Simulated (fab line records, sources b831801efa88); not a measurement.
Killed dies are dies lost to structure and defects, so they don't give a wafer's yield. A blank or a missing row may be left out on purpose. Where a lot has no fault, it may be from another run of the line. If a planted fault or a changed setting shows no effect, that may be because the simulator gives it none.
Problem report, 8D (eight disciplines) form, completed by code	flow gf180mcu	the parts of the form that need people (team, actions taken, sign-off) are left out

== 1. WHAT WENT WRONG ==
At GF_POLY_GATE_ETCH_12, rf_fwd_power_W averages 295.8 W over 4 wafers from 3 lots, while fault-free wafers read 496.2 W, standard deviation 2.1. Relative to the usual mean, that is a shift of -95 standard deviations.
The step: etches BARC in N2/H2.
Seen first at day 12 11:47 on rie_diel-02, wafer L362.6. Wafers with a number at this step in the record: 42, from 14 lots. Rule for "out", or "out of limits": more than 4 standard deviations from the usual mean. All remaining wafers that have a number are taken as sound.

== 2. WHAT IT IS AND WHAT IT IS NOT ==
question	is	is not
which readings at this step	rf_fwd_power_W	drypump_motor_current_A, oes_product_au, throttle_valve_pct
which lots	L362, L363, L365	L351, L352, L354, L355, L356, L357, L358, L366, L372, L373, L374
which wafers of those lots	L362.6, L363.4, L365.3, L365.5	L362.3, L362.4, L363.1, L363.5, L365.6
read on which tools	rie_diel-02	rie_diel-03, rie_diel-04
when	from day 12 11:47	up to then (23 sound wafers); but 15 sound wafers of L363, L365, L366, L372, L373, L374 came after

== 3. SUSPECTS, AND WHAT RULES EACH OUT ==
Counting: if a tool at a process step up to the reading ran every lot that is out, it stays a suspect. Sound lots after the first of them don't rule it out here, since some wafers of a struck lot are sound.
- rie_diel-02 at GF_POLY_GATE_ETCH_12 (etches BARC in N2/H2): kept. It ran every lot that is out, first L362 (day 12 11:47); its last sound lot up to then is L357 (day 11 08:17). Its own rf_fwd_power_W readings are out on those wafers.
- In rie_diel-02 at GF_POLY_GATE_ETCH_12, the wafers that are out were processed in chamber 2 and their sound lot-mates in chambers 0, 1, 3.
Remaining after the count: rie_diel-02 at GF_POLY_GATE_ETCH_12.

== 4. THE CAUSE (what the simulator had put in) ==
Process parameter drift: rie_diel-02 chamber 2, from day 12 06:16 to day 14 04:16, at GF_POLY_GATE_ETCH_12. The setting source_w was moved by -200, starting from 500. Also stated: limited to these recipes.
This tool alone remained once counting was done.

== 5. THE CHAIN OF EFFECTS, in route order ==
Each row: a reading where the mean over the struck wafers with a number is more than 3 standard deviations away from the usual. Readings are gone through only where the record gives a usual standard deviation; hours: the median, over the lots, of the time from a lot's start at the first step in this table giving one to that lot's start at this step; sigmas: the change measured in usual standard deviations.
hours	step	reading	usual	on struck wafers	change	sigmas
0	GF_POLY_GATE_ETCH_12	rf_fwd_power_W	496.2 W	295.8	-200.4	-95
Here are the process steps it includes:
- GF_POLY_GATE_ETCH_12: etches BARC in N2/H2.
Later steps that measure or inspect, where all struck wafers having a row at the step show a number for every such reading and not one has moved that far: GF_V2_THK_MEAS_25.

== 6. HOW IT WOULD HAVE BEEN CAUGHT EARLIER ==
In this record the first reading out of limits was taken at day 12 11:47, 6 hours after the fault began at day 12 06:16.
